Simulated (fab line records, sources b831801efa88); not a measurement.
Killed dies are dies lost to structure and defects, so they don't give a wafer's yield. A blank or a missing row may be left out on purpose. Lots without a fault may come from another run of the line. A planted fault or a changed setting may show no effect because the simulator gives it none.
One fault seen from 2 desks | flow sky130 | each desk has only its own numbers; what lay behind them comes last

THE METROLOGY DESK
What the gauges read, lot by lot, whatever tool the lot ran on: means of the sampled wafers that have a number. A lot is out of limits, marked OUT, if its mean lies more than 4 standard deviations from the usual mean; the brackets give that distance.
Columns: A = SONOS_TUNNEL_OVL at SKY_SONOS_TUNNEL_OVL_MEAS_08, usual 0.5 nm; B = GATE_OXIDE_OVL at SKY_GATE_OXIDE_OVL_MEAS_10, usual -0.5 nm; C = POLY_GATE_CVD_00_THK at SKY_POLY_GATE_THK_MEAS_01, usual 179.7 nm
lot  | first seen here | A    | B    | C
L962 | day 10 20:03    | 0.6  | -2.3 | 177.9
L964 | day 11 19:02    | -0.7 | 1.2  | 181.3
L965 | day 12 06:17    | 1.9  | 0.7  | 180.3
L966 | day 12 15:08    | 1.4  | -2.7 | 179.6
L970 | day 13 18:14    | 0.0  | -2.0 | 176.9
L974 | day 15 09:31    | -0.7 | 1.0  | 126.1 (-28) OUT
L975 | day 15 11:24    | -0.2 | -2.1 | 123.5 (-30) OUT
L976 | day 15 23:14    | 0.9  | -0.4 | 128.0 (-27) OUT
L983 | day 18 09:36    | -0.1 | -0.0 | 179.4
L984 | day 18 23:42    | 1.2  | 1.9  | 182.2
L985 | day 19 01:21    | 1.2  | 1.0  | 180.4
This desk's finding: out of limits on L974, L975, L976; first on L974, day 18 08:11 (POLY_GATE_CVD_00_THK at SKY_POLY_GATE_THK_MEAS_01). In limits: L962, L964, L965, L966, L970, L983, L984, L985.

THE TOOL OWNER'S DESK: lpcvd-01
The tool's own readings at SKY_POLY_GATE_CVD_00 (deposits poly-Si, target thk 180 nm, time 720 s): means of the sampled wafers that have a number, for each lot that ran on this tool. A lot is out of limits, marked OUT, if its mean lies more than 4 standard deviations from the usual mean; the brackets give that distance.
Columns: A = pressure_mtorr at SKY_POLY_GATE_CVD_00, usual 200.1 mTorr; B = zone_power_bottom_pct at SKY_POLY_GATE_CVD_00, usual 13.89 %
lot  | first seen here | A                       | B
L962 | day 13 07:57    | 200.0                   | 14.14
L964 | day 14 11:11    | 200.2                   | 14.09
L965 | day 14 23:02    | 200.2                   | 13.68
L966 | day 15 06:53    | 200.2                   | 13.56
L970 | day 16 11:56    | 200.3                   | 14.18
L974 | day 18 06:22    | 99.1 (-99 or more) OUT  | 13.59
L975 | day 18 10:34    | 100.1 (-99 or more) OUT | 13.96
L976 | day 18 17:58    | 100.5 (-99 or more) OUT | 13.61
L983 | day 21 10:15    | 200.6                   | 13.59
L984 | day 21 20:48    | 200.7                   | 14.16
L985 | day 22 01:12    | 200.3                   | 13.67
This desk's finding: out of limits on L974, L975, L976; first on L974, day 18 06:22 (pressure_mtorr at SKY_POLY_GATE_CVD_00). In limits: L962, L964, L965, L966, L970, L983, L984, L985.

PUT TOGETHER
The tool owner's desk could have raised an alarm at day 18 06:22, on L974, L975, L976.
The metrology desk could have raised an alarm at day 18 08:11, on L974, L975, L976.
Of the lots named, all ran SKY_POLY_GATE_CVD_00 on lpcvd-01.

WHAT THE SIMULATOR HAD PUT IN
Process parameter drift: lpcvd-01, from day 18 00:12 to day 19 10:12, at SKY_POLY_GATE_CVD_00. Setting pressure_mtorr, moved by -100, from 200.
Lots struck among those shown: L974, L975, L976.
Hours from the fault's start to each desk's first reading out of limits: the tool owner's desk, 6; the metrology desk, 8.
